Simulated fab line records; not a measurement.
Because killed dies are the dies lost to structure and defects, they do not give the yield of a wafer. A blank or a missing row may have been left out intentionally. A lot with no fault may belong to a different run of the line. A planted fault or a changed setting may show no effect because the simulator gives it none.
Which of the tools did it? | flow sky130 | 15 lots, 45 wafers sampled, at 2 steps of a route of 708

== WHAT THE GAUGES SHOWED, per wafer ==
The record lacks any reading of a measuring or inspecting step that a usual standard deviation could be used to judge.

== WHICH TOOL RAN EACH LOT (tool, then ch and the chambers of the sampled wafers, then the start) ==
lot  | SKY_SONOS_ONO_STRIP_17               | SKY_PAD_OPEN_PROBE_99
L635 | plasma-asher-01 ch 0,1, day 13 04:59 | prober-01, day 45 18:52
L634 | plasma-asher-04 ch 0,1, day 13 09:05 | prober-02, day 46 06:37
L636 | plasma-asher-03 ch 0,1, day 13 19:55 | prober-01, day 46 08:04
L639 | plasma-asher-04 ch 0,1, day 14 23:35 | prober-02, day 47 06:29
L640 | plasma-asher-03 ch 1, day 15 07:38   | prober-02, day 47 13:26
L641 | plasma-asher-01 ch 0,1, day 15 07:56 | prober-01, day 47 12:38
L646 | plasma-asher-03 ch 0,1, day 16 20:32 | prober-01, day 50 08:37
L647 | plasma-asher-04 ch 0,1, day 17 18:13 | prober-02, day 50 11:26
L649 | plasma-asher-04 ch 0,1, day 18 02:40 | prober-02, day 50 09:50
L651 | plasma-asher-01 ch 0,1, day 18 16:20 | prober-02, day 50 13:14
L652 | plasma-asher-03 ch 0,1, day 18 20:55 | prober-01, day 50 11:52
L653 | plasma-asher-01 ch 0,1, day 19 19:44 | prober-01, day 50 13:33
L654 | plasma-asher-01 ch 1, day 20 07:16   | prober-01, day 50 14:44
L655 | plasma-asher-03 ch 0,1, day 20 07:52 | prober-01, day 50 15:30
L656 | plasma-asher-03 ch 0, day 20 17:56   | prober-02, day 50 17:50
- SKY_SONOS_ONO_STRIP_17: strips in O2/N2.
- SKY_PAD_OPEN_PROBE_99

== WHAT THE TOOLS THEMSELVES READ (means of the sampled wafers that have a number; where no wafer has one, the mark that the record gives instead) ==
SKY_SONOS_ONO_STRIP_17. Usual: chamber-pressure-mTorr 1499.9 mTorr, standard deviation 1.4; drypump-motor-current-A 5.6 A, standard deviation 0.48; oes-product-au 0.710 a.u., standard deviation 0.0046; strip-time-to-endpoint-s 14.09 s, standard deviation 0.053.
lot  | tool            | chamber-pressure-mTorr (mTorr) | drypump-motor-current-A (A) | oes-product-au (a.u.) | strip-time-to-endpoint-s (s) | flag
L635 | plasma-asher-01 | 1499.9                         | 6.2                         | 0.708                 | 14.06                        |
L634 | plasma-asher-04 | 1500.0                         | 5.5                         | 0.705                 | 13.98                        |
L636 | plasma-asher-03 | 1501.4                         | 5.3                         | 0.710                 | 14.06                        |
L639 | plasma-asher-04 | -                              | -                           | -                     | -                            | OFF
L640 | plasma-asher-03 | -                              | -                           | -                     | -                            | OFF
L641 | plasma-asher-01 | -                              | -                           | -                     | -                            | OFF
L646 | plasma-asher-03 | 1499.4                         | 5.3                         | 0.711                 | 14.05                        |
L647 | plasma-asher-04 | 1501.8                         | 5.5                         | 0.709                 | 14.09                        |
L649 | plasma-asher-04 | 1500.4                         | 5.6                         | 0.707                 | 14.11                        |
L651 | plasma-asher-01 | 1499.3                         | 5.7                         | 0.706                 | 14.15                        |
L652 | plasma-asher-03 | 1499.6                         | 5.3                         | 0.712                 | 14.08                        |
L653 | plasma-asher-01 | 1499.6                         | 5.7                         | 0.708                 | 14.08                        |
L654 | plasma-asher-01 | 1500.0                         | 5.3                         | 0.708                 | 14.10                        |
L655 | plasma-asher-03 | 1499.6                         | 5.4                         | 0.714                 | 14.06                        |
L656 | plasma-asher-03 | 1499.7                         | 5.2                         | 0.709                 | 14.02                        |

SKY_PAD_OPEN_PROBE_99. Usual: killed_at_M0_to_M3 44, standard deviation 7.9; killed_at_M4_up 3.1, standard deviation 1.9; killed-at-contacts 24, standard deviation 4.6; killed-at-front-end 16, standard deviation 4.9; killed-at-other 0.3, standard deviation 0.6; killed-dies 87, standard deviation 9.7; killed-on-rim 17, standard deviation 3.7; killed-open 48, standard deviation 7.2; killed-short 39, standard deviation 5.6.
lot  | tool      | killed_at_M0_to_M3 | killed_at_M4_up | killed-at-contacts | killed-at-front-end | killed-at-other | killed-dies | killed-on-rim | killed-open | killed-short | flag
L635 | prober-01 | 38                 | 2.7             | 28                 | 14                  | 0.3             | 83          | 18            | 51          | 31           |
L634 | prober-02 | 51                 | 2.7             | 24                 | 16                  | 0.0             | 93          | 21            | 48          | 45           |
L636 | prober-01 | 44                 | 4.3             | 19                 | 18                  | 0.0             | 85          | 17            | 47          | 37           |
L639 | prober-02 | 39                 | 5.0             | 25                 | 423                 | 0.3             | 492         | 96            | 48          | 36           | OFF
L640 | prober-02 | 33                 | 2.3             | 23                 | 433                 | 0.0             | 492         | 96            | 43          | 35           | OFF
L641 | prober-01 | 38                 | 3.0             | 24                 | 427                 | 0.0             | 492         | 96            | 46          | 33           | OFF
L646 | prober-01 | 40                 | 2.3             | 24                 | 22                  | 0.7             | 89          | 22            | 51          | 38           |
L647 | prober-02 | 36                 | 3.3             | 19                 | 19                  | 0.0             | 77          | 15            | 42          | 34           |
L649 | prober-02 | 44                 | 2.0             | 26                 | 16                  | 0.3             | 89          | 15            | 47          | 42           |
L651 | prober-02 | 38                 | 2.0             | 26                 | 17                  | 0.7             | 84          | 15            | 43          | 40           |
L652 | prober-01 | 42                 | 2.0             | 22                 | 19                  | 0.3             | 85          | 18            | 45          | 40           |
L653 | prober-01 | 49                 | 5.0             | 26                 | 14                  | 0.0             | 93          | 17            | 56          | 36           |
L654 | prober-01 | 38                 | 4.7             | 21                 | 17                  | 0.3             | 81          | 15            | 43          | 38           |
L655 | prober-01 | 48                 | 3.3             | 21                 | 14                  | 1.3             | 88          | 17            | 47          | 40           |
L656 | prober-02 | 46                 | 2.0             | 23                 | 16                  | 0.7             | 88          | 16            | 49          | 38           |

== THE ANSWER, worked out from the rows above alone ==
Rule: take the mean of a lot's wafers that have a number; if it is more than 3 standard deviations from the usual mean, the lot is off. Also off: a lot with no number at a reading for which 4 or more lots have one. Any other lot the step has rows for is counted as sound. First the gauges in route order, then the tools' own readings, where a lot's mean is used as printed above. At the first step where some lot is off, the reading lying furthest off is the one used; lots without a number count as furthest.
Off: L639, L640, L641 (SKY_SONOS_ONO_STRIP_17, chamber-pressure-mTorr). Without a number there: L639, L640, L641.
If a tool, at that step or one of the process steps before it, ran each lot that is off and ran no sound lot following the first of them, it fits. None of those tried fits.

== WHAT THE SIMULATOR HAD INSERTED ==
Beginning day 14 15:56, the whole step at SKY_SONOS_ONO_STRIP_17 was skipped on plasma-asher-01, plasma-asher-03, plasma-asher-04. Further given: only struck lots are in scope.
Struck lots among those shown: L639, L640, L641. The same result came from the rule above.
